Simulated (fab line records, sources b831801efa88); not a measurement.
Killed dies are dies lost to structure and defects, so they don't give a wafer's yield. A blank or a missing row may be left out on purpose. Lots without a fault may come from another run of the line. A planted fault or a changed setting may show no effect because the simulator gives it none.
A struck lot beside a sound one | flow gf180mcu | 14 steps out of a route of 602
Sound: wafers L990.2, L990.4, L990.5. Struck: wafers L997.4, L997.5, L997.6. The cause comes at the end.
At each step with rows: each side's tool, then ch and its chambers, then its first start. Under that, the readings that differ: sound wafers | struck wafers | difference of the means | sigmas: that difference in standard deviations of wafers without a fault.
alike: readings whose means differ by less than 2 such deviations, and words and numbers that are the same on both sides. not compared: withheld readings, readings that some wafer has no value for, bounds like >300 that may hide the same value, and numbers for which the record gives no deviation and whose values overlap.
The two part at a step that has a row with sigmas, a row that says differs or no value, or rows on one side only. Numbers that don't overlap but have no deviation are shown without sigmas and don't part them. A reading that every wafer of one side lacks parts them only if that side has two wafers or more.

GF_V4_STRIP_18: strips in O2/N2.
  sound on plasma_asher-01 ch 0,1, day 25 23:41; struck on plasma_asher-04 ch 0,1, day 28 10:04
  reading            | sound       | struck      | difference | sigmas
  heater_power_w (W) | 384 383 367 | 281 280 327 | -82        | -2
  alike: drypump_motor_current_A, oes_product_au
  not compared: rf_hours_counter_h
then, 3 steps without rows for these wafers: GF_V4_STRIP_19 (strips in post etch residue remover, time 1200 s); GF_V4_CLEAN_20 (cleans in DIW); GF_V4_SPUTTER_21 (material Ti, target thk 15 nm, time 80.02 s).
GF_V4_SPUTTER_22: material TiN, target thk 10 nm, time 40 s.
  sound on pvd_sputter-03, day 26 00:17; struck on pvd_sputter-02, day 28 10:38
  alike: cathode_dc_power_W, chamber_pressure_pa, throttle_valve_pct
then, 1 step without rows for these wafers: GF_V4_CVD_23 (deposits W, target thk 350 nm, time 104.9 s).
GF_V4_RS_MEAS_24: measures by four-point-probe.
  sound on film_metro-04, day 26 00:28; struck on film_metro-03, day 28 10:50
  alike: V4_W_RS
GF_V4_THK_MEAS_25: measures by xrf.
  sound on film_metro-04, day 26 00:34; struck on film_metro-03, day 28 10:56
  alike: V4_W_THK
then, 1 step without rows for these wafers: GF_V4_CMP_26 (polishes, stops on SiO2, t overpolish 15 s, target thk 0 nm).
GF_MIM_SPUTTER_00: material Ti, target thk 37.5 nm, time 150 s.
  sound on pvd_sputter-03, day 26 00:55; struck on pvd_sputter-03, day 28 11:16
  alike: cathode_dc_power_W, chamber_pressure_pa, throttle_valve_pct
then, 1 step without rows for these wafers: GF_MIM_SPUTTER_01 (material TiN, target thk 30 nm, time 25 s).
GF_MIM_SPUTTER_02: material AlCu, target thk 450 nm, time 23.9 s.
  sound on pvd_sputter-03, day 26 01:03; struck on pvd_sputter-03, day 28 11:23
  alike: cathode_dc_power_W, chamber_pressure_pa, throttle_valve_pct
GF_MIM_SPUTTER_03: material Ti, target thk 10 nm, time 6.7 s.
  sound on pvd_sputter-03, day 26 01:05; struck on pvd_sputter-03, day 28 11:25
  no value came back on the struck wafers for cathode_dc_power_W (W), chamber_pressure_pa (Pa), throttle_valve_pct (%); on the sound wafers cathode_dc_power_W (W) reads 2999.8 2999.6 2999.6
GF_MIM_SPUTTER_04: material TiN, target thk 50 nm, time 41.7 s.
  sound on pvd_sputter-03, day 26 01:06; struck on pvd_sputter-03, day 28 11:26
  alike: cathode_dc_power_W, chamber_pressure_pa, throttle_valve_pct

WHERE THEY PART
First at GF_V4_STRIP_18; last, within this record, at GF_MIM_SPUTTER_03. Later steps at which nothing parts them and some readings are alike: GF_MIM_SPUTTER_04.

WHY: what the simulator had put in
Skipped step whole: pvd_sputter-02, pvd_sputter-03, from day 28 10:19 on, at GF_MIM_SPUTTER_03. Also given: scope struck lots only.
